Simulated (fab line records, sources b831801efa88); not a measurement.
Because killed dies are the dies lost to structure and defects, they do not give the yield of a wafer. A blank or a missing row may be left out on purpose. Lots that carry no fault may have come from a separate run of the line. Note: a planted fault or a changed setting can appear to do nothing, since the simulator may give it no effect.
fab line records	flow gf180mcu	part 2 of 2: steps 33 to 41 of 41
[record] lots = 5	wafers = 15	last-day = 33
route steps=602 shown HV_LDD@192
lots with no fault: from the same line, run without faults
start-h: start of the lot's first displayed wafer, in hours after the record's first day	wait-h: how many hours have passed since the lot's step before this one	" the same as in the row above	L1.1+2: a single row standing in for several wafers	- either no value or no given start	* or withheld: withheld	< > ~ a bound
route shown NAME@n: a module of which the file shows steps, and the number in the route of the first	usual: mean and standard deviation over wafers with no fault	same: alike in all rows	chamber/n: place in a boat	sites: per-site readings	_std_site: the standard deviation of these	_edge_site: the outer-site mean with the inner-site mean subtracted	radius-mm: for every site, how far away it sits from the centre of the wafer	mask NAME#n: copy n	behind: the last tool/chamber to shape the wafer	hold: why the lot went on hold/how many hours it stayed there/how the hold came to an end	device: the n, p or np transistor that did not switch	end of line: the tests these same wafers got at the end of their route	step lacking rows: just its recipe	killed: the dies lost at the first sort to structure and to defects; this is not the yield of the wafer	map: dies across one wafer; x = killed, . = not, _ = none there
set.NAME: the setting the step ran with; set.NAME@STEP: the setting that earlier step ran with	model.NAME: the simulator's own value behind a step, which no gauge read
a table for each step, a row for each wafer; lots at some steps of the route
services: when a tool's chamber went out of use (start-h, in hours from the record's first day, below 0 if earlier), for how many hours, and the reason
[[steps]]
[step GF_HV_LDD_IMPLANT_48]
[recipe] species = B	energy-kev = 25	dose-cm2 = 3e+13	tilt-deg = 7
[usual] beam-on-s = 10.01/0.21
lot.wafer	tool	chamber	start-h	wait-h	beam-on-s
L078.1	implanter-03	0	302.58	0.0	9.60
L078.3	"	0	"	"	10.24
L078.5	"	0	"	"	9.98
L082.1	implanter-03	0	346.86	0.0	9.78
L082.4	"	0	"	"	10.45
L082.6	"	0	"	"	10.25
L083.2	implanter-04	0	347.18	0.0	10.06
L083.3	"	0	"	"	10.00
L083.6	"	0	"	"	10.05
L084.2	implanter-03	0	354.13	0.0	9.89
L084.4	"	0	"	"	9.94
L084.5	"	0	"	"	9.88
L089.2	implanter-01	0	398.88	0.0	10.06
L089.3	"	0	"	"	10.08
L089.5	"	0	"	"	9.67
[step GF_HV_LDD_STRIP_49]
[recipe] chemistry = O2/N2	power-w = 1400	pressure-mtorr = 1500	platen-temp-c = 250	o2-flow-sccm = 3000	n2-flow-sccm = 300	overash-fraction = 0.5
[usual] drypump-motor-current-A = 5.9/0.5	heater-power-w = 336/43	oes-product-au = 0.716/0.0046	platen-temp-c = 249.98/0.18	strip-time-to-endpoint-s = 12.64/0.04
lot.wafer	tool	chamber	start-h	wait-h	drypump-motor-current-A	heater-power-w	oes-product-au	platen-temp-c	rf-hours-counter-h	strip-time-to-endpoint-s
L078.1	plasma-asher-03	1	302.73	0.1	5.0	373	0.709	250.34	71	12.66
L078.3	"	1	"	"	5.0	374	0.703	250.28	-	12.66
L078.5	"	1	"	"	5.1	377	0.717	250.07	-	12.67
L082.1	plasma-asher-03	1	347.01	0.1	5.1	383	0.711	250.27	76	12.67
L082.4	"	0	"	"	6.0	287	0.712	250.17	-	12.64
L082.6	"	1	"	"	5.1	373	0.715	249.89	-	12.68
L083.2	plasma-asher-03	1	347.31	0.1	5.1	376	0.714	250.26	76	12.68
L083.3	"	1	"	"	5.1	377	0.719	249.83	-	12.72
L083.6	"	1	"	"	5.0	373	0.718	249.94	-	12.68
L084.2	plasma-asher-03	1	354.26	0.1	5.1	381	0.713	250.00	76	12.62
L084.4	"	1	"	"	5.0	380	0.722	250.06	-	12.61
L084.5	"	0	"	"	6.0	293	0.717	250.09	-	12.61
L089.2	plasma-asher-04	0	399.01	0.1	6.2	312	0.718	249.85	62	12.67
L089.3	"	0	"	"	6.2	323	0.715	250.13	-	12.69
L089.5	"	1	"	"	6.5	363	0.723	249.90	-	12.65
[step GF_HV_LDD_TW_MEAS_50]
[usual] HV_LDD_4_TW = 566/5.5
lot.wafer	tool	chamber	start-h	wait-h	HV_LDD_4_TW
L078.1	film-metro-02	-	302.83	0.1	558
L078.3	"	-	"	"	559
L078.5	"	-	"	"	560
L082.1	film-metro-04	-	347.11	0.1	569
L082.4	"	-	"	"	566
L082.6	"	-	"	"	566
L083.2	film-metro-01	-	347.42	0.1	568
L083.3	"	-	"	"	570
L083.6	"	-	"	"	570
L084.2	film-metro-04	-	354.37	0.1	570
L084.4	"	-	"	"	569
L084.5	"	-	"	"	571
L089.2	film-metro-01	-	399.14	0.1	573
L089.3	"	-	"	"	572
L089.5	"	-	"	"	570
[step GF_HV_LDD_CLEAN_51]
[recipe] chemistry = SC1/SC2	mix = 1:4:20	temp-c = 70	time-s = 150	dry = n2-spin
[usual] bath-guard-temp-C = 69.8/0.55
lot.wafer	tool	chamber	start-h	wait-h	bath-guard-temp-C
L078.1	wet-bench-03	2	302.89	0.1	69.9
L078.3	"	2	"	"	70.1
L078.5	"	2	"	"	69.8
L082.1	wet-bench-04	0	347.17	0.1	68.9
L082.4	"	0	"	"	69.4
L082.6	"	0	"	"	69.0
L083.2	wet-bench-02	2	347.47	0.0	69.9
L083.3	"	2	"	"	69.8
L083.6	"	2	"	"	69.9
L084.2	wet-bench-03	0	354.42	0.0	70.8
L084.4	"	0	"	"	70.7
L084.5	"	0	"	"	70.4
L089.2	wet-bench-02	0	399.19	0.0	69.2
L089.3	"	0	"	"	69.4
L089.5	"	0	"	"	68.9
[step GF_HV_LDD_RTA_52]
[recipe] temp-c = 1000	time-s = 10	ambient = N2
[usual] lamp-power-pct = 32.8/0.81	wafer_temp_C_max = 1003.9/0.88
lot.wafer	tool	chamber	start-h	wait-h	lamp-power-pct	wafer_temp_C_max
L078.1	rtp-anneal-01	0	302.94	0.0	33.5	1004.8
L078.3	"	0	"	"	33.5	1006.1
L078.5	"	0	"	"	33.5	1007.2
L082.1	rtp-anneal-02	0	347.22	0.0	31.9	1003.8
L082.4	"	0	"	"	31.9	1003.2
L082.6	"	0	"	"	31.9	1003.6
L083.2	rtp-anneal-01	0	347.53	0.0	33.6	1003.6
L083.3	"	0	"	"	33.5	1005.2
L083.6	"	0	"	"	33.4	1003.8
L084.2	rtp-anneal-01	0	354.48	0.0	33.5	1004.3
L084.4	"	0	"	"	33.5	1004.9
L084.5	"	0	"	"	33.5	1004.3
L089.2	rtp-anneal-02	0	399.25	0.0	31.9	1002.6
L089.3	"	0	"	"	31.9	1003.5
L089.5	"	0	"	"	31.9	1002.3
[step GF_HV_LDD_RS_MEAS_53]
[recipe] thk-meas-gauge = four-point-probe
[usual] HV_LDD_RS = 417.8/0.99
lot.wafer	tool	chamber	start-h	wait-h	HV_LDD_RS[ohm/sq]
L078.1	film-metro-02	-	303.01	0.1	417.8
L078.3	"	-	"	"	417.3
L078.5	"	-	"	"	417.8
L082.1	film-metro-02	-	347.29	0.1	417.2
L082.4	"	-	"	"	417.8
L082.6	"	-	"	"	418.1
L083.2	film-metro-02	-	347.61	0.1	417.5
L083.3	"	-	"	"	417.8
L083.6	"	-	"	"	418.2
L084.2	film-metro-01	-	354.56	0.1	416.7
L084.4	"	-	"	"	417.1
L084.5	"	-	"	"	418.1
L089.2	film-metro-04	-	399.33	0.1	417.0
L089.3	"	-	"	"	417.4
L089.5	"	-	"	"	418.1
[step GF_HV_LDD_CVD_54]
[recipe] material = SiO2	target-thk-nm = 10	precursor = TEOS	temp-c = 680	time-s = 75	pressure-mtorr = 400
[usual] zone-power-top-pct = 19.8/1.1
lot.wafer	tool	chamber	start-h	wait-h	zone-power-top-pct
L078.1	lpcvd-01	1	303.32	0.3	18.5
L078.3	"	1	"	"	18.6
L078.5	"	1	"	"	18.9
L082.1	lpcvd-01	1	347.41	0.1	19.2
L082.4	"	1	"	"	18.3
L082.6	"	1	"	"	18.7
L083.2	lpcvd-01	0	348.43	0.8	19.9
L083.3	"	0	"	"	19.8
L083.6	"	0	"	"	19.2
L084.2	lpcvd-02	0	354.66	0.1	21.8
L084.4	"	0	"	"	21.6
L084.5	"	0	"	"	21.7
L089.2	lpcvd-01	1	399.43	0.1	18.8
L089.3	"	1	"	"	18.5
L089.5	"	1	"	"	18.4
[step GF_HV_LDD_THK_MEAS_55]
[recipe] reads = SiO2_of_HV_LDD_CVD_54
[usual] HV_LDD_CVD_54_THK = 9.99/0.12
lot.wafer	tool	chamber	start-h	wait-h	HV_LDD_CVD_54_THK[nm]
L078.1	film-metro-01	-	304.85	0.0	9.83
L078.3	"	-	"	"	9.83
L078.5	"	-	"	"	9.76
L082.1	film-metro-04	-	348.43	0.0	9.96
L082.4	"	-	"	"	10.03
L082.6	"	-	"	"	9.94
L083.2	film-metro-01	-	349.46	0.0	9.98
L083.3	"	-	"	"	9.98
L083.6	"	-	"	"	9.94
L084.2	film-metro-02	-	355.69	0.0	9.83
L084.4	"	-	"	"	9.78
L084.5	"	-	"	"	9.88
L089.2	film-metro-01	-	400.46	0.0	10.07
L089.3	"	-	"	"	9.98
L089.5	"	-	"	"	10.07
[step GF_HV_LDD_CVD_56]
[recipe] material = Si3N4	precursor = DCS/NH3	target-thk-nm = 90	temp-c = 770	time-s = 1543	pressure-mtorr = 250
[usual] zone-power-top-pct = 24.6/1.2
lot.wafer	tool	chamber	start-h	wait-h	zone-power-top-pct
L078.1	lpcvd-01	1	306.18	1.3	22.5
L078.3	"	1	"	"	22.9
L078.5	"	1	"	"	22.8
L082.1	lpcvd-02	0	349.13	0.7	26.1
L082.4	"	0	"	"	25.5
L082.6	"	0	"	"	25.8
L083.2	lpcvd-02	1	350.56	1.1	24.3
L083.3	"	1	"	"	24.7
L083.6	"	1	"	"	24.5
L084.2	lpcvd-01	0	355.74	0.0	23.6
L084.4	"	0	"	"	23.7
L084.5	"	0	"	"	23.3
L089.2	lpcvd-01	0	400.51	0.0	23.7
L089.3	"	0	"	"	23.3
L089.5	"	0	"	"	23.4
[[services]]
tool	chamber	start-h	hours	kind
implanter-03	-	250.32	0.8	repair
plasma-asher-04	-	252.45	1.4	repair
implanter-03	-	254.96	0.7	repair
iline-stepper-02	-	256.71	12.2	repair
iline-stepper-01	-	257.77	32.6	repair
implanter-04	-	258.70	2.3	repair
rtp-anneal-01	-	272.95	3.9	pm
implanter-03	-	277.10	2.7	repair
implanter-01	-	292.17	2.1	repair
implanter-01	-	293.48	5.3	repair
implanter-01	-	304.11	3.5	pm
iline-stepper-02	0	315.26	-	calibration
wet-bench-02	-	317.31	0.6	repair
wet-bench-02	-	325.04	1.9	pm
implanter-04	-	356.01	1.5	repair
implanter-01	-	361.32	2.4	repair
iline-stepper-01	-	361.69	1.7	pm
plasma-asher-04	-	379.58	8.4	repair
rtp-anneal-02	-	386.73	4.2	pm
plasma-asher-04	-	387.70	0.4	repair
plasma-asher-01	-	396.27	2.8	pm
